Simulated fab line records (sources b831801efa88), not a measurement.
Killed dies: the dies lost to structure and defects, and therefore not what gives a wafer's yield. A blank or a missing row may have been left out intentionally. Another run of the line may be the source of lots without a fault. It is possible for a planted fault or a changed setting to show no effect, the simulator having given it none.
Which tool is to blame? | flow gf180mcu | Sampling: 12 lots, 34 wafers, 7 of 602 route steps

## WHAT EACH GAUGE READ, for each wafer
GF_M2_RS_MEAS_05: uses a four-point probe to measure.
lot  | measured     | on            | M2_ALCU_RS (ohm/sq)
L886 | day 17 22:34 | film metro-02 | 0.0707 0.0716 0.0708
L890 | day 19 13:32 | film metro-02 | 0.0704 0.0709 0.0706
L891 | day 19 20:44 | film metro-04 | 0.0694 0.0688 0.0689
L892 | day 20 11:01 | film metro-04 | 0.0691 0.0697 0.0688
L893 | day 20 18:05 | film metro-02 | 0.0709 0.0715 0.0712
L894 | day 21 00:14 | film metro-03 | 0.0694 0.0695 0.0691
L895 | day 21 09:01 | film metro-02 | 0.0699 0.0700 0.0698
L896 | day 21 19:41 | film metro-02 | 0.0700 0.0706 0.0700
L897 | day 22 00:04 | film metro-03 | 0.0710 0.0705 0.0699
L899 | day 23 01:31 | film metro-02 | 0.0699 0.0696 0.0695
L906 | day 25 22:49 | film metro-04 | 0.0488 0.0697 0.0487 0.0697
L905 | day 25 23:29 | film metro-04 | 0.0486 0.0487 0.0486 0.0486

GF_M2_THK_MEAS_06: measures by xrf.
lot  | measured     | on            | M2_ALCU_THK (nm)
L886 | day 17 22:40 | film metro-02 | 439 436 439
L890 | day 19 13:39 | film metro-02 | 439 436 437
L891 | day 19 20:51 | film metro-04 | 446 450 448
L892 | day 20 11:08 | film metro-04 | 448 441 449
L893 | day 20 18:13 | film metro-02 | 438 433 435
L894 | day 21 00:21 | film metro-03 | 445 444 443
L895 | day 21 09:08 | film metro-02 | 439 439 442
L896 | day 21 19:48 | film metro-02 | 440 434 438
L897 | day 22 00:09 | film metro-03 | 440 440 444
L899 | day 23 01:37 | film metro-02 | 443 443 445
L906 | day 26 00:32 | film metro-04 | 629 438
L905 | day 26 00:40 | film metro-04 | 630 629

GF_M2_CD_MEAS_14: target cd 280 nm.
lot  | measured     | on        | cd nm (nm)
L886 | day 18 22:42 | cd sem-02 | 278.8 279.0 278.3
L890 | day 20 13:49 | cd sem-01 | 279.9 278.8 278.9
L891 | day 20 21:05 | cd sem-01 | 279.2 278.7 279.4
L892 | day 21 10:38 | cd sem-02 | 278.7 278.8 279.2
L893 | day 21 18:11 | cd sem-01 | 280.1 282.0 279.3
L894 | day 22 00:05 | cd sem-01 | 281.5 281.7 281.2
L895 | day 22 08:44 | cd sem-01 | 279.2 279.2 280.4
L896 | day 22 19:44 | cd sem-02 | 279.6 279.5 280.3
L897 | day 22 23:18 | cd sem-01 | 279.3 280.4 280.4
L899 | day 24 00:20 | cd sem-01 | 279.8 279.8 281.9
L906 | day 26 11:44 | cd sem-02 | 280.0 279.3
L905 | day 26 05:31 | cd sem-01 | 280.4 280.6

GF_M2_OVL_MEAS_15.
lot  | measured     | on         | M2_OVL (nm)
L886 | day 18 22:46 | overlay-01 | 9 -1 7
L890 | day 20 13:56 | overlay-01 | -5 2 -10
L891 | day 20 21:13 | overlay-01 | -12 -7 -14
L892 | day 21 10:46 | overlay-01 | 5 -1 1
L893 | day 21 18:19 | overlay-02 | 6 2 -1
L894 | day 22 00:13 | overlay-02 | -2 -1 -7
L895 | day 22 08:51 | overlay-02 | -8 -8 -8
L896 | day 22 19:51 | overlay-02 | 3 5 1
L897 | day 22 23:23 | overlay-02 | -2 -7 -8
L899 | day 24 00:25 | overlay-01 | -4 -1 -6
L906 | day 26 11:49 | overlay-02 | -5 -6
L905 | day 26 05:37 | overlay-02 | -5 1

GF_V2_THK_MEAS_03.
lot  | measured     | on            | V2_CVD_02_THK (nm)
L886 | day 18 23:43 | film metro-04 | 853 847 850
L890 | day 20 14:49 | film metro-03 | 855 851 851
L891 | day 20 22:07 | film metro-03 | 839 847 850
L892 | day 21 11:38 | film metro-04 | 844 859 852
L893 | day 21 19:12 | film metro-04 | 828 845 861
L894 | day 22 01:05 | film metro-03 | 842 833 849
L895 | day 22 09:47 | film metro-01 | 860 846 868
L896 | day 22 20:44 | film metro-04 | 848 860 859
L897 | day 23 00:23 | film metro-03 | 861 861 869
L899 | day 24 01:20 | film metro-03 | 845 850 857
L906 | day 26 12:46 | film metro-01 | 858 854
L905 | day 26 06:37 | film metro-03 | 846 865

## WHICH TOOL RAN EACH LOT (tool, then ch and the chambers of the sampled wafers, then the start)
lot  | GF_M2_SPUTTER_02             | GF_M2_METAL_ETCH_16
L886 | pvd sputter-01, day 17 22:25 | rie metal-03 ch 0,1, day 18 22:50
L890 | pvd sputter-01, day 19 13:26 | rie metal-02 ch 0,1, day 20 13:59
L891 | pvd sputter-03, day 19 20:38 | rie metal-01 ch 0,1, day 20 21:14
L892 | pvd sputter-03, day 20 10:55 | rie metal-03 ch 0,1, day 21 10:47
L893 | pvd sputter-01, day 20 18:00 | rie metal-01 ch 0,1, day 21 18:20
L894 | pvd sputter-04, day 21 00:08 | rie metal-01 ch 0,1, day 22 00:14
L895 | pvd sputter-03, day 21 08:55 | rie metal-03 ch 0,1, day 22 08:53
L896 | pvd sputter-03, day 21 19:29 | rie metal-02 ch 0,1, day 22 19:53
L897 | pvd sputter-01, day 21 23:55 | rie metal-01 ch 0, day 22 23:31
L899 | pvd sputter-03, day 23 01:23 | rie metal-03 ch 0,1, day 24 00:29
L906 | pvd sputter-01, day 25 22:40 | rie metal-01 ch 1, day 26 11:53
L905 | pvd sputter-01, day 25 23:22 | rie metal-01 ch 0,1, day 26 05:41
- GF_M2_SPUTTER_02: material AlCu, target thk 450 nm, time 23.9 s.
- GF_M2_METAL_ETCH_16: etches the open film in Cl2/BCl3, stops on SiO2, target depth 627.5 nm, time 104.6 s.

## AS READ BY THE TOOLS THEMSELVES (means over the sampled wafers that have a number; for cases with no such wafer, the mark the record gives instead)
GF_M2_SPUTTER_02.
lot  | tool           | throttle valve pct (%)
L886 | pvd sputter-01 | 30.7
L890 | pvd sputter-01 | 31.5
L891 | pvd sputter-03 | 30.2
L892 | pvd sputter-03 | 30.4
L893 | pvd sputter-01 | 31.4
L894 | pvd sputter-04 | 30.0
L895 | pvd sputter-03 | 29.9
L896 | pvd sputter-03 | 31.6
L897 | pvd sputter-01 | 32.3
L899 | pvd sputter-03 | 30.6
L906 | pvd sputter-01 | 31.4
L905 | pvd sputter-01 | 32.0

GF_M2_METAL_ETCH_16.
lot  | tool         | drypump motor current A (A) | oes product au (a.u.) | throttle valve pct (%)
L886 | rie metal-03 | 5.7                         | 0.967                 | 28.267
L890 | rie metal-02 | 6.0                         | 0.969                 | 28.253
L891 | rie metal-01 | 5.5                         | 0.972                 | 28.249
L892 | rie metal-03 | 5.7                         | 0.979                 | 28.250
L893 | rie metal-01 | 5.5                         | 0.959                 | 28.271
L894 | rie metal-01 | 5.3                         | 0.971                 | 28.254
L895 | rie metal-03 | 5.7                         | 0.970                 | 28.244
L896 | rie metal-02 | 6.0                         | 0.960                 | 28.247
L897 | rie metal-01 | 5.2                         | 0.968                 | 28.259
L899 | rie metal-03 | 6.0                         | 0.975                 | 28.253
L906 | rie metal-01 | 5.7                         | 0.984                 | 28.234
L905 | rie metal-01 | 5.4                         | 1.000                 | 28.227

## THE ANSWER, worked out from the rows above alone
Rule: usual is defined by the lots themselves. The widest of any qualifying gaps counts: lots, ordered by their means at a reading, are off when they make up no more than a third of the lots, leave a main group of 4 or more, and stand apart from it by 3 or more times the standard deviation of that group's means. The tables above print the reading to a certain number of digits; a main group whose means all agree to those digits is not used. Also off: a lot with no number at a reading for which 4 or more lots have one. The other lots that the step has rows for count as sound. The gauges are gone through in route order, then the tools' own readings, and for those a lot's mean is taken as printed above. The first step at which some lot is off is used, and at that step the reading that is off furthest; a lot without a number counts as furthest.
Off: L906, L905, seen at GF_M2_RS_MEAS_05 (M2_ALCU_RS). For the main group the mean is 0.0701 ohm/sq and the standard deviation 0.00073.
A tool fits if, at a process step before that reading, it ran every lot that is off, and no sound lot after the first of them. Gauges at GF_M2_RS_MEAS_05: tried the same way as those tools. This does not decide it: 2 tools fit, namely pvd sputter-01 at GF_M2_SPUTTER_02 and film metro-04 at GF_M2_RS_MEAS_05.

## WHAT HAD BEEN PUT IN BY THE SIMULATOR
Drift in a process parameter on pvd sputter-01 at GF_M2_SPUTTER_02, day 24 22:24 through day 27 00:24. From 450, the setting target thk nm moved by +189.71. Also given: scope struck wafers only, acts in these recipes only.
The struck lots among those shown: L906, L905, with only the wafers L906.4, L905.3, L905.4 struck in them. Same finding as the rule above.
